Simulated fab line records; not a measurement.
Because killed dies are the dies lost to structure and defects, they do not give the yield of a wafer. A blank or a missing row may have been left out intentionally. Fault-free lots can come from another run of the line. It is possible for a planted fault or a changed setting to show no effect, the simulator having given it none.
Chamber matching    flow sfqLine    cmp-01 running SFQ_TRILAYER_I6_CMP_CMP_166: 3 sister chambers
The step polishes SiO2. 6 wafers are shown with their chamber, then 6 later ones without.

## WAFERS WITH THEIR CHAMBER
wafer   chamber  motorCurrentA (A)  timeToEndpointS (s)
L779.6  2        9.6                218
L786.1  2        9.7                218
L786.2  1        9.0                218
L786.3  3        10.9               228
L790.1  3        10.9               215
L790.4  1        8.5                223

## WAFERS WITH NO CHAMBER GIVEN
wafer   motorCurrentA (A)  timeToEndpointS (s)
L790.6  10.4               232
L791.1  8.5                220
L791.3  10.9               221
L792.3  9.9                206
L792.4  9.2                209
L792.5  8.4                214

## THE CHAMBER EACH PASSED THROUGH
wafer   from the rows above      in truth
L790.6  can't be placed: 3 or 2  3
L791.1  1                        1
L791.3  3                        3
L792.3  2                        2
L792.4  can't be placed: 2 or 1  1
L792.5  1                        1
4 of 6 placed correctly. Not placeable from these rows: 2 (in 2, the candidates include the true chamber). Number placed wrongly: 0.
How it was worked out, from the rows above alone: a wafer's distance from a chamber is the root of the sum, over the readings, of the square of ((its reading less the chamber's mean) divided by the reading's scatter). If the next closest chamber is less than 2 further off than the closest, the wafer can't be placed; otherwise it belongs to the closest. For every chamber, the mean is computed from those of its wafers that are shown. The scatter: take each reading less its chamber's mean, square it, sum over the shown wafers, divide by the number of wafers less the number of chambers, and take the root.
